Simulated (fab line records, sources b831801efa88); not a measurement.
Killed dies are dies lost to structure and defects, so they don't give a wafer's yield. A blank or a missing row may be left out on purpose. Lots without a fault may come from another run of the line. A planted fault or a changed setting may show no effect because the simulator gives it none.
Which tool did it? | flow sky130 | 13 lots, 39 wafers sampled, at 3 steps of a route of 708

WHAT THE GAUGES READ, wafer by wafer
SKY_NWELL_TW_MEAS_15. Usual: NWELL_TW 1831, standard deviation 12.
lot  | measured     | on            | NWELL_TW       | flag
L985 | day 5 04:11  | film_metro-04 | 1842 1848 1839 |
L987 | day 5 12:37  | film_metro-01 | 1826 1811 1833 |
L989 | day 5 23:35  | film_metro-03 | 1854 1846 1844 |
L990 | day 6 08:11  | film_metro-03 | 1829 1827 1830 |
L991 | day 6 15:11  | film_metro-01 | 1810 1811 1824 |
L992 | day 6 16:41  | film_metro-01 | 1822 1817 1816 |
L996 | day 7 17:07  | film_metro-04 | 1839 1846 1837 |
L997 | day 8 01:13  | film_metro-04 | 1851 1861 1855 |
L999 | day 8 18:34  | film_metro-03 | 1827 1823 1817 |
L100 | day 9 00:49  | film_metro-03 | 1823 1827 1825 |
L102 | day 9 08:07  | film_metro-04 | 1854 1855 1863 |
L103 | day 9 10:34  | film_metro-04 | 1854 1839 1857 |
L106 | day 10 09:55 | film_metro-01 | 1824 1824 1832 |

SKY_LOCAL_INTERCONNECT_THK_MEAS_02: measures by xrf. Usual: LOCAL_INTERCONNECT_TIN_THK 98.9 nm, standard deviation 0.96.
lot  | measured     | on            | LOCAL_INTERCONNECT_TIN_THK (nm) | flag
L985 | day 29 20:52 | film_metro-02 | 100.6 99.5 100.4                |
L987 | day 30 11:59 | film_metro-04 | 101.0 101.1 100.6               |
L989 | day 31 00:12 | film_metro-02 | 99.5 98.6 99.4                  |
L990 | day 31 08:24 | film_metro-03 | 98.9 98.7 99.1                  |
L991 | day 31 19:56 | film_metro-04 | 99.1 97.8 98.7                  |
L992 | day 31 23:50 | film_metro-02 | 99.5 99.6 99.8                  |
L996 | day 33 06:39 | film_metro-03 | 98.3 97.6 98.2                  |
L997 | day 34 01:57 | film_metro-02 | 98.5 99.2 98.8                  |
L103 | day 35 12:21 | film_metro-04 | 99.1 98.8 99.0                  |
L106 | day 36 16:47 | film_metro-02 | 98.3 99.1 97.8                  |

WHICH TOOL RAN EACH LOT (tool, then ch and the chambers of the sampled wafers, then the start)
lot  | SKY_POLY_CUT_ETCH_11
L985 | rie_diel-03 ch 2,3, day 25 02:48
L987 | rie_diel-01 ch 0,1,3, day 25 08:06
L989 | rie_diel-03 ch 2,3, day 26 07:00
L990 | rie_diel-03 ch 0,2,3, day 26 15:13
L991 | rie_diel-03 ch 1,2,3, day 27 01:24
L992 | rie_diel-03 ch 0,2, day 27 04:21
L996 | rie_diel-01 ch 0,2,3, day 28 11:50
L997 | rie_diel-04 ch 0,1,2, day 29 10:12
L999 | rie_diel-03 ch 1,2,3, day 30 09:02
L100 | rie_diel-01 ch 0,1,3, day 30 15:00
L102 | rie_diel-04 ch 0,2, day 30 18:23
L103 | rie_diel-01 ch 0,2, day 30 21:18
L106 | rie_diel-04 ch 0,1, day 32 04:25
- SKY_POLY_CUT_ETCH_11: etches Si3N4 in CF4/CH2F2/Ar, stops on poly-Si, time 42.5 s, target depth 60 nm.

WHAT THE TOOLS THEMSELVES READ (means of the sampled wafers that have a number; where no wafer has one, the mark that the record gives instead)
SKY_POLY_CUT_ETCH_11. Usual: bias_w 150.0 W, standard deviation 0.41; cf4_flow_sccm 40.01 sccm, standard deviation 0.11; drypump_motor_current_A 5.8 A, standard deviation 0.46; oes_product_au 0.831 a.u., standard deviation 0.0061; throttle_valve_pct 14.993 %, standard deviation 0.0093.
lot  | tool        | bias_w (W) | cf4_flow_sccm (sccm) | drypump_motor_current_A (A) | oes_product_au (a.u.) | throttle_valve_pct (%) | flag
L985 | rie_diel-03 | 149.7      | 39.98                | 5.3                         | 0.826                 | 14.988                 |
L987 | rie_diel-01 | 150.1      | 40.00                | 6.2                         | 0.836                 | 14.986                 |
L989 | rie_diel-03 | 150.0      | 39.93                | 5.3                         | 0.836                 | 14.991                 |
L990 | rie_diel-03 | 149.8      | 39.97                | 5.5                         | 0.836                 | 15.001                 |
L991 | rie_diel-03 | 150.5      | 40.00                | 5.4                         | 0.835                 | 14.995                 |
L992 | rie_diel-03 | 150.2      | 40.09                | 5.5                         | 0.824                 | 14.995                 |
L996 | rie_diel-01 | 150.3      | 39.97                | 6.3                         | 0.832                 | 15.000                 |
L997 | rie_diel-04 | 149.8      | 39.99                | 6.1                         | 0.820                 | 15.002                 |
L999 | rie_diel-03 | -          | -                    | -                           | -                     | -                      | OFF
L100 | rie_diel-01 | -          | -                    | -                           | -                     | -                      | OFF
L102 | rie_diel-04 | -          | -                    | -                           | -                     | -                      | OFF
L103 | rie_diel-01 | 150.0      | 40.21                | 6.1                         | 0.827                 | 14.983                 |
L106 | rie_diel-04 | 149.8      | 40.03                | 6.2                         | 0.834                 | 14.989                 |

THE ANSWER, worked out from the rows above alone
Rule: a lot is off if the mean of its wafers that have a number lies more than 3 standard deviations from the usual mean. A lot without any number at a reading at which 4 lots or more have one is off too. The other lots that the step has rows for count as sound. The gauges are gone through in route order, then the tools' own readings, and for those a lot's mean is taken as printed above. The first step at which some lot is off is used, and at that step the reading that is off furthest; a lot without a number counts as furthest.
Off: L999, L100, L102, at SKY_POLY_CUT_ETCH_11 (bias_w). Without a number there: L999, L100, L102.
A tool fits if, at that step or a process step before it, it ran every lot that is off, and no sound lot after the first of them. None of those tried fits.

WHAT THE SIMULATOR HAD PUT IN
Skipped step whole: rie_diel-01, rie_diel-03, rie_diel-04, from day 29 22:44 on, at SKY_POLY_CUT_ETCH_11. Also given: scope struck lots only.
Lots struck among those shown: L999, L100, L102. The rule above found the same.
